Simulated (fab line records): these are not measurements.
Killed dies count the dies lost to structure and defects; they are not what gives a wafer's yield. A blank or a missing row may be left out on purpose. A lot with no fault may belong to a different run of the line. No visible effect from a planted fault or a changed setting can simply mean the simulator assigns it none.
The same fault as seen by 2 desks ; flow gf180mcu ; numbers are kept per desk, each desk with only its own; the story behind them comes last

THE TOOL OWNER'S DESK: cvdW-02
The tool's own readings at GF_V1_CVD_23 (deposits W, target thk 350 nm, time 105.05 s): means of the sampled wafers that have a number, for each lot that ran on this tool. If a lot's mean is further than 4 standard deviations from the usual mean, the lot is out of limits and carries the mark OUT (the distance appears in the brackets).
Columns: A = chamberPressureTorr at GF_V1_CVD_23, usual 39.99 Torr; B = heaterPowerW at GF_V1_CVD_23, usual 886 W
lot;first seen here;A;B
L489;day 19 02:05;39.99;888
L492;day 20 04:45;40.03;882
L494;day 20 21:28;39.95;890
L497;day 22 01:14;40.02;892
L499;day 22 18:43;39.99;878
L501;day 23 08:51;40.02;886
L502;day 23 21:13;40.02;883
L503;day 24 01:57;39.99;879
L504;day 24 12:20;39.96;879
Result from this desk: across the 9 lots, nothing is out of limits.

METROLOGY DESK
What the gauges read for every lot (on any tool): the sampled wafers with a number, averaged. If a lot's mean is further than 4 standard deviations from the usual mean, the lot is out of limits and carries the mark OUT (the distance appears in the brackets).
Columns: A = V1_W_RS at GF_V1_RS_MEAS_24, usual 0.327 ohm/sq; B = V1_W_THK at GF_V1_THK_MEAS_25, usual 346 nm
lot;first seen here;A;B
L488;day 18 10:38;0.329;345
L489;day 19 02:13;0.328;341
L492;day 20 04:53;0.327;347
L493;day 20 10:58;0.325;350
L494;day 20 21:35;0.330;343
L497;day 22 01:22;0.323;355
L499;day 22 18:50;0.328;346
L501;day 23 08:58;0.361 (+8.8) OUT;320 (-5.4) OUT
L502;day 23 21:22;0.370 (+11) OUT;315 (-6.5) OUT
L503;day 24 02:04;0.383 (+14) OUT;304 (-8.8) OUT
L504;day 24 12:27;0.348 (+5.4) OUT;329
L508;day 25 09:56;0.326;348
This desk reports L501, L502, L503, L504 out of limits; the earliest was L501 at day 23 08:58 (V1_W_RS at GF_V1_RS_MEAS_24). L488, L489, L492, L493, L494, L497, L499, L508: within limits.

TAKEN TOGETHER
On L501, L502, L503, L504, the metrology desk was in a position to raise an alarm at day 23 08:58.
The tool owner's desk saw nothing out of limits.
Tool owner's desk: L501, L502, L503, L504 on record, inside its limits.
Of the lots named, all ran GF_V1_CVD_23 on cvdW-02.

WHAT WAS PUT IN BY THE SIMULATOR
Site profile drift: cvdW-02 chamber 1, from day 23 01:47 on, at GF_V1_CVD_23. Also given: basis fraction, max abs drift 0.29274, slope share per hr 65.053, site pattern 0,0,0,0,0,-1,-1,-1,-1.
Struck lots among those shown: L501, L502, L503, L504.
Hours from the fault's start to each desk's first reading out of limits: the metrology desk, 7.
